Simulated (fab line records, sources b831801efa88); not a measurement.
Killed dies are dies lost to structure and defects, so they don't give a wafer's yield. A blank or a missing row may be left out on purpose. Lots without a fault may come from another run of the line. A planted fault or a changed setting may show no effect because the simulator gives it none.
Which tool did it? | flow sky130 | 13 lots, 39 wafers sampled, at 4 steps of a route of 708

WHAT THE GAUGES READ, wafer by wafer
SKY_METAL1_THK_MEAS_06: measures by xrf.
lot  | measured     | on            | METAL1_ALCU_THK (nm)
L712 | day 31 09:40 | film_metro-03 | 245.1 250.4 248.8
L713 | day 31 22:11 | film_metro-04 | 250.4 247.4 248.7
L714 | day 32 19:20 | film_metro-04 | 249.9 248.7 248.6
L716 | day 33 02:44 | film_metro-03 | 245.9 248.9 250.1
L718 | day 33 19:08 | film_metro-04 | 245.8 251.4
L720 | day 34 04:58 | film_metro-03 | 252.4 246.0 247.1
L721 | day 34 14:23 | film_metro-03 | 241.9 240.9
L728 | day 37 09:06 | film_metro-03 | 243.1 246.2 246.2
L730 | day 38 04:32 | film_metro-04 | 250.9 248.6 249.9
L731 | day 38 04:44 | film_metro-03 | 247.1 247.3 249.6
L732 | day 38 05:40 | film_metro-02 | 246.1 246.6 247.8
L734 | day 38 15:54 | film_metro-03 | 248.5 248.4 246.4
L735 | day 39 01:31 | film_metro-04 | 253.7 254.6 254.3

SKY_METAL1_OVL_MEAS_16.
lot  | measured     | on         | METAL1_OVL (nm)
L712 | day 32 13:14 | overlay-01 | -3 0 -5
L713 | day 33 01:56 | overlay-02 | -8 -5 3
L714 | day 33 22:42 | overlay-02 | 3 0 3
L716 | day 34 05:24 | overlay-01 | 15 7 6
L718 | day 34 22:54 | overlay-01 | 9 2
L720 | day 35 08:32 | overlay-02 | 4 1 5
L721 | day 35 17:12 | overlay-02 | 11 19
L728 | day 38 11:16 | overlay-02 | -1 -2 -6
L730 | day 39 05:40 | overlay-02 | -3 -9 -2
L731 | day 39 05:59 | overlay-01 | 2 3 1
L732 | day 39 06:37 | overlay-01 | 5 -3 -1
L734 | day 39 16:33 | overlay-02 | 8 9 13
L735 | day 40 01:45 | overlay-02 | 5 1 6

WHICH TOOL RAN EACH LOT (tool, then ch and the chambers of the sampled wafers, then the start)
lot  | SKY_CONTACT_CMP_27            | SKY_METAL1_SPUTTER_03
L712 | cmp-02 ch 0,1,3, day 31 09:06 | pvd_sputter-03, day 31 09:29
L713 | cmp-02 ch 1,2,3, day 31 21:41 | pvd_sputter-01, day 31 22:00
L714 | cmp-02 ch 0,1, day 32 18:45   | pvd_sputter-01, day 32 19:07
L716 | cmp-02 ch 0,3, day 33 02:12   | pvd_sputter-01, day 33 02:32
L718 | cmp-02 ch 1,2,3, day 33 18:37 | pvd_sputter-02, day 33 18:56
L720 | cmp-01 ch 0,2,3, day 34 04:27 | pvd_sputter-01, day 34 04:46
L721 | cmp-02 ch 0,1,2, day 34 13:49 | pvd_sputter-02, day 34 14:11
L728 | cmp-02 ch 1,2,3, day 37 08:32 | pvd_sputter-02, day 37 08:55
L730 | cmp-01 ch 0,1,3, day 38 04:04 | pvd_sputter-01, day 38 04:20
L731 | cmp-02 ch 0,2,3, day 38 04:10 | pvd_sputter-02, day 38 04:33
L732 | cmp-02 ch 1,2, day 38 05:05   | pvd_sputter-03, day 38 05:28
L734 | cmp-02 ch 0,1, day 38 15:20   | pvd_sputter-03, day 38 15:42
L735 | cmp-01 ch 0,1,3, day 39 00:59 | pvd_sputter-03, day 39 01:19
- SKY_CONTACT_CMP_27: polishes, stops on SiO2, t overpolish 15 s, target thk 0 nm.
- SKY_METAL1_SPUTTER_03: material Ti, target thk 5 nm, time 3.3 s.

WHAT THE TOOLS THEMSELVES READ (means of the sampled wafers that have a number; where no wafer has one, the mark that the record gives instead)
SKY_CONTACT_CMP_27.
lot  | tool   | edge_zone_pressure_frac | motor_current_A (A) | overpolish_run_s (s) | time_to_endpoint_s (s)
L712 | cmp-02 | 0.998                   | 11.7                | 14.997               | 82.0
L713 | cmp-02 | 1.003                   | 10.5                | 14.991               | 79.7
L714 | cmp-02 | 1.000                   | 12.0                | 15.002               | 84.2
L716 | cmp-02 | 0.997                   | 10.6                | 14.998               | 79.5
L718 | cmp-02 | 1.004                   | 10.4                | 10.010               | 95.3
L720 | cmp-01 | 1.000                   | 10.8                | 15.000               | 82.5
L721 | cmp-02 | 1.002                   | 11.7                | 10.011               | 94.3
L728 | cmp-02 | 0.998                   | 10.7                | 15.002               | 78.8
L730 | cmp-01 | 1.000                   | 10.6                | 14.990               | 79.6
L731 | cmp-02 | 1.000                   | 11.0                | 15.001               | 82.2
L732 | cmp-02 | 0.995                   | 10.7                | 15.001               | 81.0
L734 | cmp-02 | 1.005                   | 12.3                | 14.996               | 85.8
L735 | cmp-01 | 0.999                   | 10.6                | 15.006               | 81.5

SKY_METAL1_SPUTTER_03.
lot  | tool           | throttle_valve_pct (%)
L712 | pvd_sputter-03 | 30.1
L713 | pvd_sputter-01 | 29.4
L714 | pvd_sputter-01 | 29.5
L716 | pvd_sputter-01 | 29.7
L718 | pvd_sputter-02 | 29.1
L720 | pvd_sputter-01 | 29.7
L721 | pvd_sputter-02 | 28.6
L728 | pvd_sputter-02 | 29.2
L730 | pvd_sputter-01 | 29.5
L731 | pvd_sputter-02 | 28.9
L732 | pvd_sputter-03 | 31.2
L734 | pvd_sputter-03 | 30.4
L735 | pvd_sputter-03 | 30.9

THE ANSWER, worked out from the rows above alone
Rule: what is usual is taken from the lots themselves. Put in order of their means at a reading, lots are off if they are a third of the lots or fewer, leave a main group of 4 or more, and stand apart from it by a gap of 3 or more times the standard deviation of the main group's means; of several such gaps the widest counts. A main group whose means are all the same, to the digits that the tables above print for the reading, isn't used. A lot without any number at a reading at which 4 lots or more have one is off too. The other lots that the step has rows for count as sound. The gauges are gone through in route order, then the tools' own readings, and for those a lot's mean is taken as printed above. The first step at which some lot is off is used, and at that step the reading that is off furthest; a lot without a number counts as furthest.
Off: L718, L721, at SKY_CONTACT_CMP_27 (overpolish_run_s). The main group: mean 14.999 s, standard deviation 0.0046.
A tool fits if, at that step or a process step before it, it ran every lot that is off, and no sound lot after the first of them. None of those tried fits.

WHAT THE SIMULATOR HAD PUT IN
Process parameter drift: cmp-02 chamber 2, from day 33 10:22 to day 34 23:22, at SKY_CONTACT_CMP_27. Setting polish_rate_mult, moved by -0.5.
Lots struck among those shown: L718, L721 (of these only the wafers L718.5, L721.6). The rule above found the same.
